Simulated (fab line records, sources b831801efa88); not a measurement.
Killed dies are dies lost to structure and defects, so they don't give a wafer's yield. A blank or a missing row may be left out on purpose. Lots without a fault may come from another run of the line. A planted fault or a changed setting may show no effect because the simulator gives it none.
fab line records | flow sky130 | part 1 of 2: steps 1 to 30 of 41
record lots=5 wafers=15 last_day=50
route steps=708 shown GATE_OXIDE@201 POLY_GATE@204 RES_PROTECT@206 LDD_N@237
lots that met no fault: from a run of the same line without faults
start_h: hours from the record's first day to the start of the lot's first wafer shown | wait_h: hours since the lot's step before | " the same as in the row above | L1.1+2: a row that stands for several wafers | - no value, or no start given | * or withheld: withheld | < > ~ a bound
route shown NAME@n: a module of which the file shows steps, and the number in the route of the first | usual: mean/standard deviation of fault-free wafers | same: alike in all rows | chamber/n: place in a boat | sites: the reading at each site | _std_site: their standard deviation | _edge_site: outer sites' mean less inner sites' | radius_mm: how far each site lies from the wafer's centre | mask NAME#n: copy n | behind: the tool/chamber that last shaped the wafer | hold: why the lot was held/for how many hours/how that ended | device: the transistor (n, p or np) that didn't switch | end of line: the same wafers' tests at the end of the route | a step without rows: its recipe alone | killed: dies lost to structure and defects at the first sort, not the wafer's yield | map: a wafer's dies, x killed, . not, _ none there
set.NAME: the setting as run; set.NAME@STEP: as run at that earlier step | model.NAME: the simulator's own value behind a step, which no gauge read
lots at some steps of the route; a table a step, a row a wafer
services: from which hour (start_h, from the record's first day; less than 0 if before it) a tool's chamber was out of use, for how many hours, and why
## steps
# step SKY_GATE_OXIDE_TW_MEAS_14
# usual GATE_OXIDE_TW=223/4.1
# columns lot.wafer tool chamber start_h wait_h GATE_OXIDE_TW
L075.1 film_metro-02 - 318.21 0.1 220
L075.2 " - " " 218
L075.4 " - " " 218
L085.2 film_metro-04 - 399.22 0.1 228
L085.3 " - " " 228
L085.5 " - " " 226
L089.1 film_metro-02 - 454.37 0.1 218
L089.2 " - " " 220
L089.5 " - " " 218
L095.2 film_metro-03 - 494.07 0.1 223
L095.4 " - " " 222
L095.6 " - " " 224
L096.1 film_metro-02 - 498.42 0.1 219
L096.3 " - " " 218
L096.5 " - " " 219
# step SKY_GATE_OXIDE_CLEAN_15
# recipe chemistry=SC1/SC2 mix=1:4:20 temp_c=70 time_s=150 dry=n2_spin
# columns lot.wafer tool chamber start_h wait_h
L075.1+2+4 wet_bench-01 2 318.27 0.1
L085.2+3+5 wet_bench-02 3 399.27 0.0
L089.1+2+5 wet_bench-02 1 454.43 0.1
L095.2+4+6 wet_bench-03 3 494.12 0.0
L096.1+3+5 wet_bench-01 1 498.48 0.1
# step SKY_GATE_OXIDE_OXIDATION_16
# recipe temp_c=800 ambient=O2 idle_temp_c=700 ramp_up_c_per_min=10 ramp_down_c_per_min=3 stabilise_s=600 purge_s=300 target_thk_a=35.7 ox_time_s=1915
# usual ox_temp_c_max=805.1/1.1 spike_tc_upper_C=800.7/1.1 tube_center_temp_C=800/0.08
# columns lot.wafer tool chamber start_h wait_h ox_temp_c_max spike_tc_upper_C tube_center_temp_C
L075.1 furnace-01 0 318.32 0.0 806.1 800.3 800.02
L075.2 " 0 " " 805.6 801.4 800.1
L075.4 " 0 " " 807.0 801.1 799.85
L085.2 furnace-01 0 400.78 1.5 805.2 800.7 800.09
L085.3 " 0 " " 806.5 800.9 800.03
L085.5 " 0 " " 805.4 801.1 799.98
L089.1 furnace-02 0 454.48 0.0 803.0 799.8 799.89
L089.2 " 0 " " 803.8 800.6 799.89
L089.5 " 0 " " 803.2 801.5 799.93
L095.2 furnace-02 0 495.21 1.0 804.8 798.9 799.87
L095.4 " 0 " " 803.2 799.8 800
L095.6 " 0 " " 805.6 798.3 799.99
L096.1 furnace-02 0 498.53 0.0 804.7 800.5 799.96
L096.3 " 0 " " 804.0 801.0 799.99
L096.5 " 0 " " 803.7 800.4 799.94
# step SKY_POLY_GATE_CVD_00
# recipe material=poly-Si target_thk_nm=180 temp_c=620 time_s=720 pressure_mtorr=200
# usual spike_tc_upper_C=617.5/1.1
# columns lot.wafer tool chamber start_h wait_h spike_tc_upper_C
L075.1 lpcvd-01 1 319.85 0.0 617.2
L075.2 " 1 " " 617.4
L075.4 " 1 " " 618.0
L085.2 lpcvd-01 0 403.24 0.9 616.0
L085.3 " 0 " " 620.2
L085.5 " 0 " " 616.6
L089.1 lpcvd-01 1 457.05 1.0 618.4
L089.2 " 1 " " 618.4
L089.5 " 1 " " 616.4
L095.2 lpcvd-01 1 496.74 0.0 617.3
L095.4 " 1 " " 617.6
L095.6 " 1 " " 617.7
L096.1 lpcvd-01 1 500.06 0.0 616.5
L096.3 " 1 " " 615.2
L096.5 " 1 " " 616.9
# step SKY_POLY_GATE_THK_MEAS_01
# recipe reads=poly-Si_of_POLY_GATE_CVD_00
# usual POLY_GATE_CVD_00_THK=179.2/1.5
# columns lot.wafer tool chamber start_h wait_h POLY_GATE_CVD_00_THK[nm]
L075.1 film_metro-03 - 321.05 0.0 178.9
L075.2 " - " " 176.6
L075.4 " - " " 179.0
L085.2 film_metro-03 - 404.45 0.0 178.4
L085.3 " - " " 179.7
L085.5 " - " " 178.7
L089.1 film_metro-04 - 458.25 0.0 179.0
L089.2 " - " " 180.4
L089.5 " - " " 180.4
L095.2 film_metro-03 - 497.95 0.0 181.7
L095.4 " - " " 179.1
L095.6 " - " " 180.8
L096.1 film_metro-03 - 501.26 0.0 179.3
L096.3 " - " " 179.5
L096.5 " - " " 178.7
# step SKY_RES_PROTECT_DEHYDRATE_00
# recipe temp_c=200 time_s=60
# columns lot.wafer tool chamber start_h wait_h
L075.1+2+4 litho_track-01 0 333.03 12.0
L085.2+3+5 litho_track-01 0 418.31 13.8
L089.1+2+5 litho_track-02 0 472.67 14.4
L095.2+4+6 litho_track-03 0 512.49 14.5
L096.1+3+5 litho_track-03 0 515.22 13.9
# step SKY_RES_PROTECT_HMDS_01
# recipe prime_time_s=60 prime_temp_c=120
# columns lot.wafer tool chamber start_h wait_h
L075.1+2+4 litho_track-01 0 333.18 0.1
L085.2+3+5 litho_track-01 0 418.46 0.1
L089.1+2+5 litho_track-02 0 472.82 0.1
L095.2+4+6 litho_track-03 0 512.64 0.1
L096.1+3+5 litho_track-03 0 515.37 0.1
# step SKY_RES_PROTECT_COAT_02
# recipe resist=NOVOLAK spin_rpm=3000 resist_thk_nm=1140
# columns lot.wafer tool chamber start_h wait_h
L075.1+2+4 litho_track-01 0 333.33 0.1
L085.2+3+5 litho_track-01 0 418.61 0.1
L089.1+2+5 litho_track-02 0 472.97 0.1
L095.2+4+6 litho_track-03 0 512.79 0.1
L096.1+3+5 litho_track-03 0 515.52 0.1
# step SKY_RES_PROTECT_SOFTBAKE_03
# recipe temp_c=90 time_s=60 resist=NOVOLAK
# columns lot.wafer tool chamber start_h wait_h
L075.1+2+4 litho_track-01 0 333.48 0.1
L085.2+3+5 litho_track-01 0 418.76 0.1
L089.1+2+5 litho_track-02 0 473.12 0.1
L095.2+4+6 litho_track-03 0 512.94 0.1
L096.1+3+5 litho_track-03 0 515.67 0.1
# step SKY_RES_PROTECT_EXPOSE_04
# recipe mask_id=RPM na=0.6 source_shape=conventional sigma_outer=0.6 polarization=unpolarized target_cd_nm=1270 dose_mj=131
# columns lot.wafer tool chamber start_h wait_h mask
L075.1+2+4 iline_stepper-01 0 - - RPM#0
L085.2+3+5 iline_stepper-02 0 - - RPM#0
L089.1+2+5 iline_stepper-02 0 - - RPM#0
L095.2+4+6 iline_stepper-02 0 - - RPM#0
L096.1+3+5 iline_stepper-02 0 - - RPM#0
# step SKY_RES_PROTECT_PEB_05
# recipe temp_c=withheld time_s=* resist=NOVOLAK
# columns lot.wafer tool chamber start_h wait_h
L075.1+2+4 litho_track-02 0 - -
L085.2+3+5 litho_track-02 0 - -
L089.1+2+5 litho_track-02 0 - -
L095.2+4+6 litho_track-02 0 - -
L096.1+3+5 litho_track-02 0 - -
# step SKY_RES_PROTECT_DEVELOP_06
# recipe resist=NOVOLAK developer=TMAH develop_time_s=60 dev_temp_c=23
# columns lot.wafer tool chamber start_h wait_h
L075.1+2+4 litho_track-02 0 347.03 0.1
L085.2+3+5 litho_track-02 0 433.60 0.1
L089.1+2+5 litho_track-02 0 488.32 0.1
L095.2+4+6 litho_track-02 0 529.10 0.1
L096.1+3+5 litho_track-02 0 530.77 0.1
# step SKY_POLY_GATE_IMPLANT_02
# recipe species=P energy_kev=30 dose_cm2=7.7e+15 tilt_deg=0
# usual tilt_deg=0.000/0.021
# columns lot.wafer tool chamber start_h wait_h tilt_deg
L075.1 implanter-02 0 347.18 0.1 0.026
L075.2 " 0 " " 0.034
L075.4 " 0 " " 0.062
L085.2 implanter-03 0 433.75 0.1 0.020
L085.3 " 0 " " -0.013
L085.5 " 0 " " 0.040
L089.1 implanter-02 0 488.47 0.1 0.001
L089.2 " 0 " " -0.018
L089.5 " 0 " " -0.010
L095.2 implanter-02 0 529.25 0.1 0.002
L095.4 " 0 " " -0.026
L095.6 " 0 " " -0.010
L096.1 implanter-03 0 530.92 0.1 -0.021
L096.3 " 0 " " 0.004
L096.5 " 0 " " -0.014
# step SKY_RES_PROTECT_STRIP_07
# recipe chemistry=O2/N2 power_w=1400 pressure_mtorr=1500 platen_temp_c=withheld o2_flow_sccm=3000 n2_flow_sccm=300 overash_fraction=0.5
# usual chamber_pressure_mTorr=1500.1/1.3 drypump_motor_current_A=5.6/0.62 oes_product_au=0.518/0.0049 strip_time_to_endpoint_s=23.31/0.041
# columns lot.wafer tool chamber start_h wait_h chamber_pressure_mTorr drypump_motor_current_A oes_product_au rf_hours_counter_h strip_time_to_endpoint_s
L075.1 plasma_asher-01 0 347.33 0.1 1499.8 4.9 0.512 68 23.24
L075.2 " 1 " " 1500.4 5.7 0.513 68 23.29
L075.4 " 0 " " 1499.6 4.9 0.511 - 23.32
L085.2 plasma_asher-02 1 433.87 0.1 1500.0 5.3 0.513 0 23.36
L085.3 " 0 " " 1498.9 6.8 0.516 - 23.35
L085.5 " 0 " " 1501.2 6.8 0.522 - 23.30
L089.1 plasma_asher-04 1 488.62 0.1 1499.7 5.2 0.519 63 23.23
L089.2 " 0 " " 1501.2 5.6 0.518 63 23.27
L089.5 " 1 " " 1502.1 5.2 0.510 - 23.19
L095.2 plasma_asher-01 1 529.37 0.1 1498.3 5.6 0.525 86 23.43
L095.4 " 0 " " 1502.9 4.9 0.523 - 23.45
L095.6 " 1 " " 1502.0 5.7 0.522 - 23.41
L096.1 plasma_asher-01 0 531.07 0.1 1500.9 4.9 0.521 86 23.33
L096.3 " 1 " " 1501.4 5.7 0.514 - 23.33
L096.5 " 0 " " 1500.9 4.9 0.519 - 23.32
# step SKY_RES_PROTECT_TW_MEAS_08
# usual POLY_GATE_TW=3991/50
# columns lot.wafer tool chamber start_h wait_h POLY_GATE_TW
L075.1 film_metro-03 - 347.43 0.1 3996
L075.2 " - " " 3993
L075.4 " - " " 4019
L085.2 film_metro-02 - 433.98 0.1 3927
L085.3 " - " " 3922
L085.5 " - " " 3914
L089.1 film_metro-02 - 488.72 0.1 3933
L089.2 " - " " 3949
L089.5 " - " " 3946
L095.2 film_metro-02 - 529.48 0.1 3904
L095.4 " - " " 3904
L095.6 " - " " 3905
L096.1 film_metro-03 - 531.17 0.1 4016
L096.3 " - " " 4028
L096.5 " - " " 4030
# step SKY_RES_PROTECT_CLEAN_09
# recipe chemistry=SC1/SC2 mix=1:4:20 temp_c=70 time_s=150 dry=n2_spin
# columns lot.wafer tool chamber start_h wait_h
L075.1+2+4 wet_bench-01 3 347.49 0.1
L085.2+3+5 wet_bench-04 0 434.03 0.0
L089.1+2+5 wet_bench-01 3 488.78 0.1
L095.2+4+6 wet_bench-04 3 529.53 0.0
L096.1+3+5 wet_bench-04 3 531.23 0.1
# step SKY_POLY_GATE_CVD_03
# recipe material=Si3N4 precursor=DCS/NH3 target_thk_nm=75 temp_c=770 time_s=1290 pressure_mtorr=250
# usual spike_tc_upper_C=768.9/1
# columns lot.wafer tool chamber start_h wait_h spike_tc_upper_C
L075.1 lpcvd-02 1 348.48 0.9 770.7
L075.2 " 1 " " 768.5
L075.4 " 1 " " 770.0
L085.2 lpcvd-02 1 434.47 0.4 768.4
L085.3 " 1 " " 769.9
L085.5 " 1 " " 768.3
L089.1 lpcvd-02 0 488.95 0.1 768.3
L089.2 " 0 " " 768.5
L089.5 " 0 " " 768.2
L095.2 lpcvd-02 1 530.62 1.0 769.0
L095.4 " 1 " " 768.9
L095.6 " 1 " " 767.4
L096.1 lpcvd-02 1 531.98 0.7 771.4
L096.3 " 1 " " 768.8
L096.5 " 1 " " 768.4
# step SKY_POLY_GATE_THK_MEAS_04
# recipe reads=Si3N4_of_POLY_GATE_CVD_03
# usual POLY_GATE_CVD_03_THK=74.7/0.68
# columns lot.wafer tool chamber start_h wait_h POLY_GATE_CVD_03_THK[nm]
L075.1 film_metro-01 - 349.84 0.0 75.9
L075.2 " - " " 76.1
L075.4 " - " " 75.6
L085.2 film_metro-01 - 435.86 0.0 73.5
L085.3 " - " " 73.7
L085.5 " - " " 73.9
L089.1 film_metro-03 - 490.31 0.0 75.2
L089.2 " - " " 75.1
L089.5 " - " " 75.2
L095.2 film_metro-03 - 531.99 0.0 75.2
L095.4 " - " " 74.4
L095.6 " - " " 75.3
L096.1 film_metro-03 - 533.34 0.0 73.9
L096.3 " - " " 74.8
L096.5 " - " " 74.2
# step SKY_POLY_GATE_DEHYDRATE_05
# recipe temp_c=200 time_s=60
# columns lot.wafer tool chamber start_h wait_h
L075.1+2+4 litho_track-04 0 363.02 13.2
L085.2+3+5 litho_track-03 0 450.59 14.7
L089.1+2+5 litho_track-04 0 504.87 14.5
L095.2+4+6 litho_track-03 0 546.24 14.2
L096.1+3+5 litho_track-04 0 548.02 14.7
# step SKY_POLY_GATE_HMDS_06
# recipe prime_time_s=60 prime_temp_c=120
# columns lot.wafer tool chamber start_h wait_h
L075.1+2+4 litho_track-04 0 363.17 0.1
L085.2+3+5 litho_track-03 0 450.74 0.1
L089.1+2+5 litho_track-04 0 505.02 0.1
L095.2+4+6 litho_track-03 0 546.39 0.1
L096.1+3+5 litho_track-04 0 548.17 0.1
# step SKY_POLY_GATE_COAT_07
# recipe resist=BARC temp_c=withheld time_s=withheld spin_rpm=3000 resist_thk_nm=110
# columns lot.wafer tool chamber start_h wait_h
L075.1+2+4 litho_track-04 0 363.32 0.1
L085.2+3+5 litho_track-03 0 450.89 0.1
L089.1+2+5 litho_track-04 0 505.17 0.1
L095.2+4+6 litho_track-03 0 546.54 0.1
L096.1+3+5 litho_track-04 0 548.32 0.1
# step SKY_POLY_GATE_COAT_08
# recipe resist=KrF-thick spin_rpm=3000 resist_thk_nm=450
# columns lot.wafer tool chamber start_h wait_h
L075.1+2+4 litho_track-04 0 - -
L085.2+3+5 litho_track-03 0 - -
L089.1+2+5 litho_track-04 0 - -
L095.2+4+6 litho_track-03 0 - -
L096.1+3+5 litho_track-04 0 - -
# step SKY_POLY_GATE_SOFTBAKE_09
# recipe temp_c=100 time_s=90 resist=KrF-thick
# columns lot.wafer tool chamber start_h wait_h
L075.1+2+4 litho_track-04 0 - -
L085.2+3+5 litho_track-03 0 - -
L089.1+2+5 litho_track-04 0 - -
L095.2+4+6 litho_track-03 0 - -
L096.1+3+5 litho_track-04 0 - -
# step SKY_POLY_GATE_EXPOSE_10
# recipe mask_id=P1M na=0.68 source_shape=conventional sigma_outer=0.6 target_cd_nm=150 dose_mj=28
# columns lot.wafer tool chamber start_h wait_h mask
L075.1+2+4 krf_scanner-02 0 - - P1M#0
L085.2+3+5 krf_scanner-02 0 - - P1M#0
L089.1+2+5 krf_scanner-01 0 - - P1M#0
L095.2+4+6 krf_scanner-01 0 - - P1M#0
L096.1+3+5 krf_scanner-01 0 - - P1M#0
# step SKY_POLY_GATE_PEB_11
# recipe peb_temp_c=withheld peb_time_s=withheld resist=KrF-thick
# columns lot.wafer tool chamber start_h wait_h
L075.1+2+4 litho_track-03 0 - -
L085.2+3+5 litho_track-02 0 - -
L089.1+2+5 litho_track-04 0 - -
L095.2+4+6 litho_track-04 0 - -
L096.1+3+5 litho_track-04 0 - -
# step SKY_POLY_GATE_DEVELOP_12
# recipe develop_time_s=60 resist=KrF-thick dev_temp_c=21
# columns lot.wafer tool chamber start_h wait_h
L075.1+2+4 litho_track-03 0 - -
L085.2+3+5 litho_track-02 0 - -
L089.1+2+5 litho_track-04 0 - -
L095.2+4+6 litho_track-04 0 - -
L096.1+3+5 litho_track-04 0 - -
# step SKY_POLY_GATE_CD_MEAS_13
# recipe target_cd_nm=150
# usual cd_nm=149.4/1.3
# columns lot.wafer tool chamber start_h wait_h cd_nm
L075.1 cd_sem-02 - 378.22 - 152.2
L075.2 " - " " 151.1
L075.4 " - " " 152.5
L085.2 cd_sem-02 - 466.79 - 148.5
L085.3 " - " " 148.0
L085.5 " - " " 148.8
L089.1 cd_sem-01 - 521.57 - 147.3
L089.2 " - " " 147.8
L089.5 " - " " 146.1
L095.2 cd_sem-01 - 561.94 - 149.7
L095.4 " - " " 150.3
L095.6 " - " " 148.7
L096.1 cd_sem-02 - 563.57 - 149.8
L096.3 " - " " 148.2
L096.5 " - " " 149.2
# step SKY_POLY_GATE_OVL_MEAS_14
# usual POLY_GATE_OVL=-2/4.3
# columns lot.wafer tool chamber start_h wait_h POLY_GATE_OVL[nm]
L075.1 overlay-02 - 378.34 0.1 1
L075.2 " - " " 4
L075.4 " - " " 2
L085.2 overlay-02 - 466.90 0.1 -8
L085.3 " - " " 2
L085.5 " - " " 2
L089.1 overlay-02 - 521.69 0.1 -8
L089.2 " - " " -5
L089.5 " - " " -6
L095.2 overlay-02 - 562.04 0.1 -1
L095.4 " - " " -2
L095.6 " - " " -1
L096.1 overlay-01 - 563.69 0.1 -6
L096.3 " - " " -2
L096.5 " - " " -4
# step SKY_POLY_GATE_ETCH_15
# recipe chemistry=N2/H2 target=BARC ion_energy_ev=200 source_w=500 bias_w=100 pressure_mtorr=30.99 n2_flow_sccm=100 h2_flow_sccm=200 stop_on=SiO2 time_s=118.5 target_depth_a=1100
# usual bias_w=100.04/0.3 chamber_pressure_mTorr=30.989/0.027 drypump_motor_current_A=5.5/0.32 oes_product_au=0.716/0.0047 throttle_valve_pct=12.967/0.0095
# columns lot.wafer tool chamber start_h wait_h bias_w chamber_pressure_mTorr drypump_motor_current_A oes_product_au rf_hours_counter_h throttle_valve_pct
L075.1 rie_diel-03 0 378.37 0.0 99.75 30.989 4.9 0.722 63 12.965
L075.2 " 3 " " 100.21 31.005 5.9 0.723 3 12.986
L075.4 " 1 " " 99.92 31.024 5.0 0.712 10 12.970
L085.2 rie_diel-03 3 466.93 0.0 99.71 30.973 5.9 0.721 5 12.966
L085.3 " 1 " " 100.19 30.936 4.9 0.720 12 12.973
L085.5 " 1 " " 100.69 30.995 5.0 0.724 - 12.982
L089.1 rie_diel-02 1 521.72 0.0 99.19 31.022 5.9 0.721 34 12.963
L089.2 " 0 " " 100.53 30.988 5.6 0.725 13 12.961
L089.5 " 3 " " 100.39 30.976 5.3 0.714 - 12.975
L095.2 rie_diel-03 1 562.07 0.0 100.16 30.962 4.9 0.723 14 12.972
L095.4 " 3 " " 99.58 30.909 5.9 0.718 - 12.968
L095.6 " 0 " " 100.41 31.024 4.9 0.711 - 12.974
L096.1 rie_diel-02 2 563.72 0.0 100.23 30.957 5.6 0.720 1 12.983
L096.3 " 3 " " 100.20 30.979 5.3 0.711 24 12.978
L096.5 " 2 " " 100.08 30.988 5.5 0.721 - 12.958
# step SKY_POLY_GATE_ETCH_16
# recipe stop_on=poly-Si chemistry=CH3F/O2 target=Si3N4 source_w=400 bias_w=80 pressure_mtorr=25 ch3f_flow_sccm=40 O2_flow_sccm=30 time_s=147.5 target_depth_a=750
# usual bias_w=79.96/0.24 chamber_pressure_mTorr=25.002/0.024 drypump_motor_current_A=5.5/0.32 oes_product_au=0.639/0.0056 throttle_valve_pct=10.536/0.0093
# columns lot.wafer tool chamber start_h wait_h bias_w chamber_pressure_mTorr drypump_motor_current_A oes_product_au rf_hours_counter_h throttle_valve_pct
L075.1 rie_diel-03 0 378.46 0.0 80.26 24.992 4.9 0.644 63 10.545
L075.2 " 3 " " 80.35 24.987 5.9 0.634 4 10.540
L075.4 " 1 " " 80.22 25.025 4.9 0.647 10 10.528
L085.2 rie_diel-03 3 467.01 0.0 80.11 24.964 5.9 0.635 5 10.545
L085.3 " 1 " " 79.87 24.983 5.0 0.641 12 10.534
L085.5 " 1 " " 79.91 24.973 4.9 0.644 - 10.530
L089.1 rie_diel-02 1 521.81 0.0 79.94 25.035 5.9 0.638 34 10.534
L089.2 " 0 " " 80.36 24.994 5.6 0.635 13 10.523
L089.5 " 3 " " 80.26 24.997 5.3 0.642 - 10.538
L095.2 rie_diel-03 1 562.16 0.0 79.71 24.989 4.9 0.644 14 10.530
L095.4 " 3 " " 79.73 24.979 5.9 0.633 - 10.522
L095.6 " 0 " " 80.07 25.034 4.9 0.639 - 10.544
L096.1 rie_diel-02 2 563.81 0.0 79.52 25.008 5.5 0.646 1 10.517
L096.3 " 3 " " 80.21 25.014 5.3 0.648 24 10.543
L096.5 " 2 " " 79.92 24.980 5.5 0.636 - 10.521
